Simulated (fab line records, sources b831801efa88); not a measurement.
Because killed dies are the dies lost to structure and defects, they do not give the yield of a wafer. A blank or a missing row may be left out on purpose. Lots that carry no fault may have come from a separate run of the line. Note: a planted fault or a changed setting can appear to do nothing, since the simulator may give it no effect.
Problem report, 8D (eight disciplines) form, completed by code -- flow sky130 -- the parts of the form that need people (team, actions taken, sign-off) are left out

## 1. WHAT IS WRONG
Mean of run-length-s at SKY_FIELD_ISO_ETCH_14: 46.2 s across 3 wafers in 2 lots; on wafers with no fault it is 74.1 s (standard deviation 0.47). Measured from the usual mean, that is -59 standard deviations.
The step: etches BARC in N2/H2, stops on SiO2, time 45.9 s, target depth 60 nm.
The first sign was on wafer L920.4 at day 4 16:56, on rie-diel-04. The record holds 41 wafers of 14 lots with a number at this step. Rule for "out", or "out of limits": more than 4 standard deviations from the usual mean. The other wafers with a number count as sound.

## 2. WHAT IT IS; WHAT IT IS NOT
question,is,is not
which readings at this step,"run-length-s, oes-product-au",drypump-motor-current-A
which lots,"L920, L923","L909, L912, L913, L914, L915, L916, L917, L927, L928, L929, L930, L932"
which wafers of those lots,"L920.4, L923.1, L923.4","L920.2, L920.5"
read on which tools,rie-diel-04,"rie-diel-01, rie-diel-03"
when,from day 4 16:56,"up to then (23 sound wafers); but 15 sound wafers of L927, L928, L929, L930, L932 came after"

## 3. SUSPECTS, AND WHAT RULES EACH OUT
Counting: any tool at a process step up to the reading remains a suspect provided it ran every lot that is out. Sound lots after the first of them don't rule it out here, since some wafers of a struck lot are sound.
- rie-diel-04 at SKY_FIELD_ISO_ETCH_14 (etches BARC in N2/H2, stops on SiO2, time 45.9 s, target depth 60 nm): kept. Ran every lot that is out, first one L920 (day 4 16:56); last sound lot up to then L916 (day 3 16:02). Out on those wafers are its own readings of oes-product-au, run-length-s.
After counting, what remains is rie-diel-04 at SKY_FIELD_ISO_ETCH_14.

## 4. THE CAUSE (what the simulator had put in)
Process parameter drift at SKY_FIELD_ISO_ETCH_14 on rie-diel-04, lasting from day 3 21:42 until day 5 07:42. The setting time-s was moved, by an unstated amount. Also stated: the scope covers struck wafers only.
Only this tool survived the counting.

## 5. SEQUENCE OF EFFECTS, ordered by route
Each row: a reading whose mean over the struck wafers that have a number lies more than 3 standard deviations from the usual. Scope: only readings with a usual standard deviation given in the record; hours: median across lots of the time from each lot's start at the first step in this table that gives one to its start at this step; sigmas: change in usual standard deviations.
hours,step,reading,usual,on struck wafers,change,sigmas
0,SKY_FIELD_ISO_ETCH_14,oes-product-au,0.855 a.u.,0.992,+0.137,+27
0,SKY_FIELD_ISO_ETCH_14,run-length-s,74.1 s,46.2,-27.9,-59
0,SKY_FIELD_ISO_ETCH_15,oes-product-au,0.946 a.u.,0.376,-0.570,-78
0,SKY_FIELD_ISO_ETCH_15,throttle-valve-pct,8.843 %,8.674,-0.169,-19
0,SKY_FIELD_ISO_STRIP_16,oes-product-au,0.378 a.u.,0.395,+0.017,+3.5
0,SKY_FIELD_ISO_STRIP_16,strip-time-to-endpoint-s,3.544 s,3.842,+0.298,+12
Here are the process steps it includes:
- SKY_FIELD_ISO_ETCH_14: etches BARC in N2/H2, stops on SiO2, time 45.9 s, target depth 60 nm.
- SKY_FIELD_ISO_ETCH_15: etches the open film in CHF3/O2, stops on Si, target depth 180 nm, time 72 s.
- SKY_FIELD_ISO_STRIP_16: strips in O2/N2.

## 6. WHAT WOULD HAVE CAUGHT IT SOONER
In this record no reading fell out of limits until day 4 16:56, 19 hours after the fault had begun at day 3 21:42.
